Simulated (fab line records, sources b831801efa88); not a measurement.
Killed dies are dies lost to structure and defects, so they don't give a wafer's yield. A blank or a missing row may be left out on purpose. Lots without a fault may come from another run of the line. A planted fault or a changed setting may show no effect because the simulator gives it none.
Which tool did it? | flow sky130 | 12 lots, 35 wafers sampled, at 2 steps of a route of 708

WHAT THE GAUGES READ, wafer by wafer
SKY_METAL1_RS_MEAS_05: measures by four-point-probe. Usual: METAL1_ALCU_RS 0.1264 ohm/sq, standard deviation 0.001.
lot  | measured     | on            | METAL1_ALCU_RS (ohm/sq) | flag
L197 | day 33 11:09 | film_metro-03 | 0.1265 0.1264 0.1279    |
L198 | day 33 12:18 | film_metro-02 | 0.1245 0.1255 0.1244    |
L196 | day 33 13:08 | film_metro-03 | 0.1267 0.1270 0.1269    |
L200 | day 33 18:25 | film_metro-02 | 0.1263 0.1257 0.1261    |
L203 | day 34 09:26 | film_metro-01 | 0.1275 0.1276 0.1277    |
L207 | day 36 03:10 | film_metro-02 | 0.1245 0.1249 0.1257    |
L208 | day 36 05:32 | film_metro-02 | 0.1279 0.1273           |
L213 | day 37 23:10 | film_metro-02 | 0.1260 0.1262 0.1256    |
L215 | day 38 06:01 | film_metro-01 | 0.1265 0.1258 0.1256    |
L214 | day 38 08:04 | film_metro-01 | 0.1266 0.1267 0.1258    |
L216 | day 38 12:50 | film_metro-03 | 0.1262 0.1267 0.1271    |
L217 | day 38 17:37 | film_metro-03 | 0.1265 0.1267 0.1266    |

WHICH TOOL RAN EACH LOT (tool, then ch and the chambers of the sampled wafers, then the start)
lot  | SKY_METAL1_SPUTTER_00
L197 | pvd_sputter-04, day 33 11:01
L198 | pvd_sputter-02, day 33 12:08
L196 | pvd_sputter-02, day 33 12:59
L200 | pvd_sputter-02, day 33 18:16
L203 | pvd_sputter-04, day 34 09:17
L207 | pvd_sputter-02, day 36 03:01
L208 | pvd_sputter-04, day 36 05:20
L213 | pvd_sputter-04, day 37 23:01
L215 | pvd_sputter-01, day 38 05:52
L214 | pvd_sputter-01, day 38 07:53
L216 | pvd_sputter-01, day 38 12:41
L217 | pvd_sputter-04, day 38 17:27
- SKY_METAL1_SPUTTER_00: material Ti, target thk 15 nm, time 10 s.

WHAT THE TOOLS THEMSELVES READ (means of the sampled wafers that have a number; where no wafer has one, the mark that the record gives instead)
SKY_METAL1_SPUTTER_00. Usual: throttle_valve_pct 30.1 %, standard deviation 1.1.
lot  | tool           | throttle_valve_pct (%) | flag
L197 | pvd_sputter-04 | 30.7                   |
L198 | pvd_sputter-02 | 28.8                   |
L196 | pvd_sputter-02 | 29.8                   |
L200 | pvd_sputter-02 | 30.0                   |
L203 | pvd_sputter-04 | 31.5                   |
L207 | pvd_sputter-02 | 30.0                   |
L208 | pvd_sputter-04 | 29.9                   |
L213 | pvd_sputter-04 | 31.4                   |
L215 | pvd_sputter-01 | 30.4                   |
L214 | pvd_sputter-01 | 30.5                   |
L216 | pvd_sputter-01 | 30.5                   |
L217 | pvd_sputter-04 | 31.7                   |

THE ANSWER, worked out from the rows above alone
Rule: a lot is off if the mean of its wafers that have a number lies more than 3 standard deviations from the usual mean. A lot without any number at a reading at which 4 lots or more have one is off too. The other lots that the step has rows for count as sound. The gauges are gone through in route order, then the tools' own readings, and for those a lot's mean is taken as printed above. The first step at which some lot is off is used, and at that step the reading that is off furthest; a lot without a number counts as furthest.
No lot is off at any reading shown: from this, nothing can be told.

WHAT THE SIMULATOR HAD PUT IN
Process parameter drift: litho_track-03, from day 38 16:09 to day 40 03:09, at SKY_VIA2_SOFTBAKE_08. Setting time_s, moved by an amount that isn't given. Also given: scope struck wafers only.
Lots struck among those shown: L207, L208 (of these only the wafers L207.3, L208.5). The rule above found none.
